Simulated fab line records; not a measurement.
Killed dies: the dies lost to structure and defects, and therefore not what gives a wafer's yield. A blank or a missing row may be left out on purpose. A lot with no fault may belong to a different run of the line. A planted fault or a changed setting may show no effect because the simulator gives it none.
A single fault, viewed from 2 desks | flow gf180mcu | every desk sees just its own numbers, and what lay behind them comes last

## METROLOGY DESK
What the gauges read for every lot (on any tool): the sampled wafers with a number, averaged. Any lot whose mean is over 4 standard deviations away from the usual mean is out of limits and marked OUT; that distance is given in the brackets.
Columns: A = M3_ALCU_THK at GF_M3_THK_MEAS_06, usual 460 nm
lot  | first seen here | A
L684 | day 22 07:17    | 464
L685 | day 22 21:37    | 458
L686 | day 23 03:16    | 459
L687 | day 23 07:12    | 460
L688 | day 24 02:47    | 460
L689 | day 24 03:26    | 464
L690 | day 24 14:05    | 460
L692 | day 25 04:16    | 461
L696 | day 26 09:38    | 459
L700 | day 27 13:52    | 464
L701 | day 27 20:56    | 469
L702 | day 28 02:31    | 457
Finding of this desk: none of the 12 lots has anything out of limits.

## FOR THE TOOL OWNER'S DESK: pvdSputter-01
The tool's own readings at GF_V2_SPUTTER_21 (material Ti, target thk 15 nm, time 80.02 s): means of the sampled wafers that have a number, for each lot that ran on this tool. Any lot whose mean is over 4 standard deviations away from the usual mean is out of limits and marked OUT; that distance is given in the brackets.
Columns: A = cathodeDcPowerW at GF_V2_SPUTTER_21, usual 2500.0 W; B = chamberPressurePa at GF_V2_SPUTTER_21, usual 4.999 Pa; C = throttleValvePct at GF_V2_SPUTTER_21, usual 29.7 %
lot  | first seen here | A      | B     | C
L685 | day 22 20:35    | 2500.4 | 4.991 | 28.8
L689 | day 24 02:23    | 2500.1 | 5.000 | 28.9
L692 | day 25 03:11    | 2500.1 | 5.001 | 29.2
L696 | day 26 08:36    | 2500.3 | 5.006 | 29.1
L702 | day 28 01:29    | 2499.7 | 4.999 | 29.8
Finding of this desk: none of the 5 lots has anything out of limits.

## PUT TOGETHER
Metrology desk: nothing out of limits seen.
The desk of the tool owner found nothing out of limits.

## WHAT THE SIMULATOR HAD INSERTED
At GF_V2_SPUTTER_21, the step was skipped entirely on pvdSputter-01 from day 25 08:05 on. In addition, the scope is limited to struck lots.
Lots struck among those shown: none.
